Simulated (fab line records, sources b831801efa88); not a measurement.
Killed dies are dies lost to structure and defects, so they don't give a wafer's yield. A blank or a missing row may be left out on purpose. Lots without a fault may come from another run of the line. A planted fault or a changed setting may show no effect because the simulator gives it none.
A struck lot beside a sound one | flow sky130 | 14 steps out of a route of 708
Sound: wafers L936.1, L936.3, L936.5. Struck: wafers L940.2, L940.4, L940.5. The cause comes at the end.
At each step with rows: each side's tool, then ch and its chambers, then its first start. Under that, the readings that differ: sound wafers | struck wafers | difference of the means | sigmas: that difference in standard deviations of wafers without a fault.
alike: readings whose means differ by less than 2 such deviations, and words and numbers that are the same on both sides. not compared: withheld readings, readings that some wafer has no value for, bounds like >300 that may hide the same value, and numbers for which the record gives no deviation and whose values overlap.
The two part at a step that has a row with sigmas, a row that says differs or no value, or rows on one side only. Numbers that don't overlap but have no deviation are shown without sigmas and don't part them. A reading that every wafer of one side lacks parts them only if that side has two wafers or more.

SKY_METAL5_STRIP_16: strips in O2/N2.
  sound on plasma_asher-04 ch 0,1, day 45 23:00; struck on plasma_asher-01 ch 0,1, day 46 17:42
  alike: chamber_pressure_mTorr, drypump_motor_current_A, oes_product_au, strip_time_to_endpoint_s
  not compared: rf_hours_counter_h
then, 3 steps without rows for these wafers: SKY_METAL5_STRIP_17 (strips in post etch residue remover, time 1200 s); SKY_METAL5_CLEAN_18 (cleans in IPA, time 180 s); SKY_METAL5_CLEAN_19 (cleans in O3/DIW).
SKY_PASSIVATION_CVD_00: deposits SiO2, target thk 90 nm.
  sound on pecvd-01 ch 0,2, day 45 23:35; struck on pecvd-04 ch 0,1,2, day 46 18:27
  alike: heater_power_w
SKY_PASSIVATION_THK_MEAS_01:
  sound on film_metro-03, day 45 23:41; struck on film_metro-02, day 46 18:29
  alike: PASSIVATION_CVD_00_THK
SKY_PASSIVATION_CVD_02: deposits Si3N4, target thk 540 nm.
  sound on pecvd-04 ch 0,1, day 45 23:45; struck on pecvd-01 ch 0,1,2, day 46 18:32
  alike: heater_power_w
SKY_PASSIVATION_THK_MEAS_03:
  sound on film_metro-02, day 45 23:59; struck on film_metro-02, day 46 18:46
  alike: PASSIVATION_CVD_02_THK
then, 4 steps without rows for these wafers: SKY_PASSIVATION_DEHYDRATE_04 (time 60 s); SKY_PASSIVATION_HMDS_05 (prime time 60 s); SKY_PASSIVATION_COAT_06 (resist thk 3000 nm); SKY_PASSIVATION_SOFTBAKE_07.
SKY_PASSIVATION_EXPOSE_08: exposes mask NSM, target cd 3000 nm.
  sound on iline_stepper-01 ch 0, day 46 10:25; struck on iline_stepper-01, day 47 04:21
  no value came back on the struck wafers for exposure_dose_mJ_cm2, focus_offset_nm (nm); on the sound wafers exposure_dose_mJ_cm2 reads 260.20 259.91 260.02
  alike: mask
then, 1 step without rows for these wafers: SKY_PASSIVATION_PEB_09.

WHERE THEY PART
Only at SKY_PASSIVATION_EXPOSE_08, within this record.

WHY: what the simulator had put in
Skipped step whole: iline_stepper-01, from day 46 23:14 on, at SKY_PASSIVATION_EXPOSE_08. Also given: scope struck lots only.
